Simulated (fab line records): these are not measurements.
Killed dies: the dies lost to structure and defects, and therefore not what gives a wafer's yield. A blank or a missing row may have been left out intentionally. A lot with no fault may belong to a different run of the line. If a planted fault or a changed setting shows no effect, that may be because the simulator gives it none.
What tool caused it?    flow gf180mcu    7 lots, 21 wafers sampled, at 3 steps of a route of 602

## WHAT EACH GAUGE READ, for each wafer
GF_V1_THK_MEAS_25: measures by xrf.
lot   measured      on             V1_W_THK (nm)
L527  day 19 10:19  film metro-03  354 355 357
L532  day 21 06:12  film metro-01  353 351 351
L534  day 22 12:34  film metro-01  351 345 346
L536  day 22 22:34  film metro-04  358 354 353
L542  day 24 22:58  film metro-01  351 358 357
L545  day 25 19:25  film metro-04  346 347 350
L547  day 26 07:08  film metro-01  353 350 353

## WHICH TOOL RAN EACH LOT (tool, then ch and the chambers of the sampled wafers, then the start)
lot   GF_V1_CMP_04                   GF_V1_SPUTTER_22
L527  cmp-01 ch 0,2,3, day 18 07:58  pvd sputter-04, day 19 10:02
L532  cmp-02 ch 2,3, day 20 04:28    pvd sputter-01, day 21 05:55
L534  cmp-01 ch 0,3, day 21 11:35    pvd sputter-01, day 22 12:17
L536  cmp-01 ch 0,1,3, day 21 21:42  pvd sputter-04, day 22 22:17
L542  cmp-01 ch 0,2,3, day 23 23:14  pvd sputter-04, day 24 22:40
L545  cmp-02 ch 0,1,3, day 24 21:02  pvd sputter-01, day 25 19:08
L547  cmp-01 ch 1,2,3, day 25 09:01  pvd sputter-04, day 26 06:52
- GF_V1_CMP_04: polishes SiO2.
- GF_V1_SPUTTER_22: material TiN, target thk 10 nm, time 40 s.

## THE ANSWER, worked out from the rows above alone
Rule: usual is defined by the lots themselves. Put in order of their means at a reading, lots are off if they are a third of the lots or fewer, leave a main group of 4 or more, and stand apart from it by a gap of 3 or more times the standard deviation of the main group's means; of several such gaps the widest counts. Not used: any main group whose means are identical at the precision the tables above print for the reading. A lot without any number at a reading at which 4 lots or more have one is off too. Where the step has rows for the other lots, those lots are counted as sound.
None of the lots is off at any reading shown; this tells nothing.

## WHAT THE SIMULATOR HAD PUT IN
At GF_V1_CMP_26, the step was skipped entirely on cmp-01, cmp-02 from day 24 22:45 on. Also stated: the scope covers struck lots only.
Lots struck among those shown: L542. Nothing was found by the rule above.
